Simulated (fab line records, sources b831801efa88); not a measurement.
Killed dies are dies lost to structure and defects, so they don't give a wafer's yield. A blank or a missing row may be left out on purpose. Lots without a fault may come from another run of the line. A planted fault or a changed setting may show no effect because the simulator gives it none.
One fault seen from 2 desks | flow gf180mcu | each desk has only its own numbers; what lay behind them comes last

THE TOOL OWNER'S DESK: furnace-01
The tool's own readings at GF_DUAL_GATE_OXIDATION_15 (stabilise 600 s, purge 300 s, target thk 7.098 nm): means of the sampled wafers that have a number, for each lot that ran on this tool. A lot is out of limits, marked OUT, if its mean lies more than 4 standard deviations from the usual mean; the brackets give that distance.
Columns: A = ox_temp_c at GF_DUAL_GATE_OXIDATION_15, usual 850.0 C; B = ox_temp_c_max at GF_DUAL_GATE_OXIDATION_15, usual 853.9; C = spike_tc_centre_C at GF_DUAL_GATE_OXIDATION_15, usual 852.2 C; D = zone_power_lower_pct at GF_DUAL_GATE_OXIDATION_15, usual 14.3 %
lot  | first seen here | A     | B     | C     | D
L888 | day 8 18:18     | 850.0 | 853.1 | 851.7 | 13.0
L890 | day 9 07:53     | 849.9 | 852.9 | 851.2 | 13.1
L891 | day 9 13:49     | 849.6 | 852.6 | 853.4 | 13.1
L892 | day 9 23:11     | 850.1 | 853.3 | 851.6 | 13.0
L895 | day 10 14:22    | 849.6 | 852.8 | 851.8 | 13.1
L909 | day 14 16:04    | 850.3 | 853.9 | 852.2 | 13.0
This desk's finding: nothing out of limits on any of the 6 lots.

THE METROLOGY DESK
What the gauges read, lot by lot, whatever tool the lot ran on: means of the sampled wafers that have a number. A lot is out of limits, marked OUT, if its mean lies more than 4 standard deviations from the usual mean; the brackets give that distance.
Columns: A = DNWELL_TW at GF_DNWELL_TW_MEAS_09, usual 1337; B = PSD_RS at GF_PSD_RS_MEAS_15, usual 108.5 ohm/sq
lot  | first seen here | A    | B
L887 | day 2 20:07     | 1329 | 108.6
L888 | day 3 00:50     | 1366 | 108.5
L889 | day 3 05:32     | 1326 | 108.9
L890 | day 3 11:32     | 1342 | 108.7
L891 | day 3 15:44     | 1348 | 108.8
L892 | day 3 20:16     | 1341 | 108.3
L895 | day 4 12:44     | 1357 | 108.9
L897 | day 5 01:24     | 1307 | 108.7
L901 | day 5 21:27     | 1321 | 109.0
L903 | day 6 08:07     | 1355 | -
L904 | day 6 13:46     | 1339 | -
L908 | day 7 10:47     | 1313 | 108.4
L909 | day 7 16:38     | 1338 | 108.4
L910 | day 7 22:25     | 1348 | 108.2
This desk's finding: nothing out of limits on any of the 14 lots.

PUT TOGETHER
The tool owner's desk saw nothing out of limits.
The metrology desk saw nothing out of limits.

WHAT THE SIMULATOR HAD PUT IN
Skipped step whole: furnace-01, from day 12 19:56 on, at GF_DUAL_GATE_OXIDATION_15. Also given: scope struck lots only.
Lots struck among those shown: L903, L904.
